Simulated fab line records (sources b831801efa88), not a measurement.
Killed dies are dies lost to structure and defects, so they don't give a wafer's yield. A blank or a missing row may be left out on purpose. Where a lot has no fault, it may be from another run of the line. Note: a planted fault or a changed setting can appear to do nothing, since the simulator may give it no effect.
fab line records    flow sky130    part 2 of 2: steps 29 to 39 of 39
record: lots: 5  wafers: 15  last_day: 50
route steps=708 shown SONOS_ONO@172 GATE_OXIDE@187 POLY_GATE@204 RES_PROTECT@206
lots that met no fault: from a run of the same line without faults
start_h: hours from the record's opening day to when the first of the lot's shown wafers began    wait_h: hours elapsed since this lot's preceding step    " the same as in the row above    L1.1+2: a single row standing in for several wafers    - no value present, or no start provided    * or withheld: withheld    < > ~ a bound
route shown NAME@n: names a module that has steps shown in the file, with the first one's number in the route    usual: mean/standard deviation of fault-free wafers    same: alike in all rows    chamber/n: place in a boat    sites: readings site by site    _std_site: their standard deviation    _edge_site: mean of outer sites minus mean of inner sites    radius_mm: how far each site lies from the wafer's centre    mask NAME#n: copy n    behind: the tool/chamber that last shaped the wafer    hold: why the lot was held/for how many hours/how that ended    device: the transistor (n, p or np) that didn't switch    end of line: at the end of the route, the tests of the same wafers    a step without rows: its recipe alone    killed: count of dies lost to structure and defects at first sort (not the wafer's yield)    map: a wafer's dies, marking killed ones x, the rest . and places with no die _
set.NAME: setting as actually run; set.NAME@STEP: the setting as run at that earlier step    model.NAME: the simulator's own value behind a step, which no gauge read
lots seen at some steps along the route; tables by step, rows by wafer
services: from which hour (start_h, from the record's first day; less than 0 if before it) a tool's chamber was out of use, for how many hours, and why
== steps ==
step: SKY_GATE_OXIDE_STRIP_13
recipe: chemistry: O2/N2  power_w: 1400  pressure_mtorr: 1500  platen_temp_c: withheld  o2_flow_sccm: 3000  n2_flow_sccm: 300  overash_fraction: 0.5
usual: drypump_motor_current_A: 5.50/0.25  oes_product_au: 0.715/0.0043  strip_time_to_endpoint_s: 14.20/0.042
same: overash_fraction: 0.5
lot.wafer  tool             chamber  start_h  wait_h  drypump_motor_current_A  oes_product_au  rf_hours_counter_h  strip_time_to_endpoint_s
L074.1     plasma_asher-04  0        311.46   0.0     5.45                     0.716           60                  14.21
L074.3     "                1        "        "       5.68                     0.713           -                   14.14
L074.4     "                0        "        "       5.44                     0.717           -                   14.21
L076.1     plasma_asher-02  0        320.53   0.0     5.97                     0.712           59                  14.23
L076.2     "                1        "        "       5.89                     0.716           59                  14.23
L076.6     "                1        "        "       5.86                     0.712           -                   14.22
L085.1     plasma_asher-03  0        405.80   0.0     5.21                     0.707           29                  14.19
L085.5     "                1        "        "       5.45                     0.720           -                   14.20
L085.6     "                0        "        "       5.19                     0.720           -                   14.20
L086.2     plasma_asher-03  1        413.01   0.0     5.44                     0.713           30                  14.21
L086.5     "                1        "        "       5.44                     0.713           -                   14.18
L086.6     "                0        "        "       5.18                     0.725           -                   14.18
L093.2     plasma_asher-02  1        465.73   0.0     5.78                     0.711           74                  14.23
L093.4     "                0        "        "       5.97                     0.715           -                   14.20
L093.5     "                0        "        "       5.98                     0.715           -                   14.22
step: SKY_GATE_OXIDE_TW_MEAS_14
usual: GATE_OXIDE_TW: 222.2/1.1
lot.wafer  tool           chamber  start_h  wait_h  GATE_OXIDE_TW
L074.1     film_metro-04  -        311.56   0.1     221.6
L074.3     "              -        "        "       222.1
L074.4     "              -        "        "       221.6
L076.1     film_metro-03  -        320.63   0.1     222.2
L076.2     "              -        "        "       221.1
L076.6     "              -        "        "       223.4
L085.1     film_metro-03  -        405.90   0.1     220.7
L085.5     "              -        "        "       222.3
L085.6     "              -        "        "       221.5
L086.2     film_metro-03  -        413.12   0.1     221.9
L086.5     "              -        "        "       223.0
L086.6     "              -        "        "       221.9
L093.2     film_metro-01  -        465.84   0.1     221.8
L093.4     "              -        "        "       219.5
L093.5     "              -        "        "       220.3
step: SKY_GATE_OXIDE_CLEAN_15
recipe: chemistry: SC1/SC2  mix: 1:4:20  temp_c: 70  time_s: 150  dry: n2_spin
lot.wafer   tool          chamber  start_h  wait_h
L074.1+3+4  wet_bench-04  1        311.62   0.1
L076.1+2+6  wet_bench-03  2        320.69   0.1
L085.1+5+6  wet_bench-01  3        405.96   0.1
L086.2+5+6  wet_bench-03  1        413.17   0.0
L093.2+4+5  wet_bench-03  3        465.89   0.0
step: SKY_GATE_OXIDE_OXIDATION_16
recipe: temp_c: 800  ambient: O2  idle_temp_c: 700  ramp_up_c_per_min: 10  ramp_down_c_per_min: 3  stabilise_s: 600  purge_s: 300  target_thk_a: 35.7  ox_time_s: 1915
usual: ramp_down_c_per_min: 3.0000/0.00058  zone_power_centre_pct: 15.1/2.5
lot.wafer  tool        chamber  start_h  wait_h  ramp_down_c_per_min  zone_power_centre_pct
L074.1     furnace-02  0        312.42   0.7     3.0004               16.5
L074.3     "           0        "        "       3.0000               16.6
L074.4     "           0        "        "       3.0008               16.3
L076.1     furnace-01  0        324.16   3.4     2.9999               11.2
L076.2     "           0        "        "       3.0004               11.3
L076.6     "           0        "        "       3.0007               11.3
L085.1     furnace-02  0        408.62   2.6     3.0005               16.8
L085.5     "           0        "        "       2.9999               16.5
L085.6     "           0        "        "       3.0008               17.0
L086.2     furnace-02  0        419.66   6.4     2.9992               16.3
L086.5     "           0        "        "       2.9998               16.8
L086.6     "           0        "        "       2.9999               16.5
L093.2     furnace-02  0        465.94   0.0     3.0004               16.6
L093.4     "           0        "        "       3.0002               17.0
L093.5     "           0        "        "       2.9991               16.4
step: SKY_POLY_GATE_CVD_00
recipe: material: poly-Si  target_thk_nm: 180  temp_c: 620  time_s: 720  pressure_mtorr: 200
usual: zone_power_centre_pct: 9.2/0.66
lot.wafer  tool      chamber  start_h  wait_h  zone_power_centre_pct
L074.1     lpcvd-01  1        313.95   0.0     9.9
L074.3     "         1        "        "       9.9
L074.4     "         1        "        "       9.9
L076.1     lpcvd-01  1        325.69   0.0     9.8
L076.2     "         1        "        "       10.0
L076.6     "         1        "        "       10.0
L085.1     lpcvd-01  0        420.91   10.8    8.6
L085.5     "         0        "        "       8.6
L085.6     "         0        "        "       8.5
L086.2     lpcvd-01  1        422.11   0.9     10.0
L086.5     "         1        "        "       9.9
L086.6     "         1        "        "       10.0
L093.2     lpcvd-01  0        467.47   0.0     8.6
L093.4     "         0        "        "       8.4
L093.5     "         0        "        "       8.6
step: SKY_POLY_GATE_THK_MEAS_01
recipe: reads: poly-Si_of_POLY_GATE_CVD_00
usual: POLY_GATE_CVD_00_THK: 180.1/1.6
lot.wafer  tool           chamber  start_h  wait_h  POLY_GATE_CVD_00_THK[nm]
L074.1     film_metro-01  -        315.15   0.0     177.3
L074.3     "              -        "        "       178.5
L074.4     "              -        "        "       180.0
L076.1     film_metro-01  -        326.89   0.0     179.0
L076.2     "              -        "        "       179.7
L076.6     "              -        "        "       179.8
L085.1     film_metro-01  -        422.11   0.0     179.9
L085.5     "              -        "        "       179.8
L085.6     "              -        "        "       178.5
L086.2     film_metro-03  -        423.32   0.0     180.5
L086.5     "              -        "        "       181.1
L086.6     "              -        "        "       180.9
L093.2     film_metro-03  -        468.68   0.0     178.3
L093.4     "              -        "        "       177.9
L093.5     "              -        "        "       179.2
step: SKY_RES_PROTECT_DEHYDRATE_00
recipe: temp_c: 200  time_s: 60
usual: plate_temp_C: 200.00/0.14
lot.wafer  tool            chamber  start_h  wait_h  plate_temp_C
L074.1     litho_track-01  0        327.72   12.6    200.15
L074.3     "               0        "        "       200.07
L074.4     "               0        "        "       200.09
L076.1     litho_track-01  0        339.02   12.1    200.28
L076.2     "               0        "        "       200.06
L076.6     "               0        "        "       200.07
L085.1     litho_track-03  0        435.72   13.6    199.86
L085.5     "               0        "        "       200.15
L085.6     "               0        "        "       199.88
L086.2     litho_track-01  0        437.09   13.8    199.90
L086.5     "               0        "        "       200.07
L086.6     "               0        "        "       200.06
L093.2     litho_track-01  0        483.64   14.9    200.03
L093.4     "               0        "        "       200.05
L093.5     "               0        "        "       200.04
step: SKY_RES_PROTECT_HMDS_01
recipe: prime_time_s: 60  prime_temp_c: 120
lot.wafer   tool            chamber  start_h  wait_h
L074.1+3+4  litho_track-01  0        327.87   0.1
L076.1+2+6  litho_track-01  0        339.17   0.1
L085.1+5+6  litho_track-03  0        435.87   0.1
L086.2+5+6  litho_track-01  0        437.24   0.1
L093.2+4+5  litho_track-01  0        483.79   0.1
step: SKY_RES_PROTECT_COAT_02
recipe: resist: NOVOLAK  spin_rpm: 3000  resist_thk_nm: 1140
usual: dispense_pressure_kPa: 51.2/1.3
lot.wafer  tool            chamber  start_h  wait_h  dispense_pressure_kPa
L074.1     litho_track-01  0        328.02   0.1     50.0
L074.3     "               0        "        "       50.0
L074.4     "               0        "        "       50.0
L076.1     litho_track-01  0        339.32   0.1     49.9
L076.2     "               0        "        "       49.9
L076.6     "               0        "        "       49.9
L085.1     litho_track-03  0        436.02   0.1     52.1
L085.5     "               0        "        "       52.1
L085.6     "               0        "        "       52.1
L086.2     litho_track-01  0        437.39   0.1     50.0
L086.5     "               0        "        "       49.9
L086.6     "               0        "        "       50.0
L093.2     litho_track-01  0        483.94   0.1     50.0
L093.4     "               0        "        "       50.0
L093.5     "               0        "        "       49.9
step: SKY_RES_PROTECT_SOFTBAKE_03
recipe: temp_c: 90  time_s: 60  resist: NOVOLAK
usual: plate_temp_C: 89.99/0.11
lot.wafer  tool            chamber  start_h  wait_h  plate_temp_C
L074.1     litho_track-01  0        328.17   0.1     89.97
L074.3     "               0        "        "       90.15
L074.4     "               0        "        "       90.20
L076.1     litho_track-01  0        339.47   0.1     89.89
L076.2     "               0        "        "       89.99
L076.6     "               0        "        "       90.27
L085.1     litho_track-03  0        436.17   0.1     89.89
L085.5     "               0        "        "       90.09
L085.6     "               0        "        "       89.71
L086.2     litho_track-01  0        437.54   0.1     89.93
L086.5     "               0        "        "       90.12
L086.6     "               0        "        "       89.89
L093.2     litho_track-01  0        484.09   0.1     90.11
L093.4     "               0        "        "       90.22
L093.5     "               0        "        "       89.89
step: SKY_RES_PROTECT_EXPOSE_04
recipe: mask_id: RPM  na: 0.6  source_shape: conventional  sigma_outer: 0.6  polarization: unpolarized  target_cd_nm: 1270  dose_mj: 131
usual: exposure_dose_mJ_cm2: 130.99/0.13
lot.wafer  tool              chamber  start_h  wait_h  mask   exposure_dose_mJ_cm2
L074.1     iline_stepper-01  0        -        -       RPM#0  130.88
L074.3     "                 0        "        "       RPM#0  130.90
L074.4     "                 0        "        "       RPM#0  130.78
L076.1     iline_stepper-01  0        -        -       RPM#0  130.96
L076.2     "                 0        "        "       RPM#0  130.89
L076.6     "                 0        "        "       RPM#0  131.20
L085.1     iline_stepper-02  0        -        -       RPM#0  131.15
L085.5     "                 0        "        "       RPM#0  131.09
L085.6     "                 0        "        "       RPM#0  131.13
L086.2     iline_stepper-01  0        -        -       RPM#0  130.90
L086.5     "                 0        "        "       RPM#0  131.11
L086.6     "                 0        "        "       RPM#0  130.80
L093.2     iline_stepper-01  0        -        -       RPM#0  131.03
L093.4     "                 0        "        "       RPM#0  131.05
L093.5     "                 0        "        "       RPM#0  130.82
== services ==
tool              chamber  start_h  hours  kind
iline_stepper-01  -        241.04   4.4    pm
rie_diel-03       -        245.76   2.8    pm
plasma_asher-01   -        250.29   1.3    repair
furnace-02        -        256.10   2.5    pm
rie_diel-03       -        282.98   0.6    repair
implanter-02      -        298.84   3.4    pm
implanter-02      -        302.70   6.6    repair
iline_stepper-02  -        308.99   1.7    pm
plasma_asher-02   -        316.56   2.4    repair
iline_stepper-01  -        326.00   1.7    pm
iline_stepper-01  -        329.26   1.6    repair
wet_bench-01      -        331.94   28.3   pm
furnace-02        -        356.52   3.5    pm
lpcvd-03          -        360.54   0.8    repair
furnace-01        -        365.04   3.5    pm
plasma_asher-02   -        397.00   0.6    repair
iline_stepper-02  -        401.00   3.3    repair
furnace-01        -        403.83   41.5   pm
lpcvd-01          -        406.31   14.6   pm
furnace-02        -        447.16   2.5    pm
furnace-01        -        449.83   3.5    pm
implanter-02      -        472.92   4.6    pm
iline_stepper-02  -        476.11   2.5    repair
iline_stepper-02  -        479.75   2.8    repair
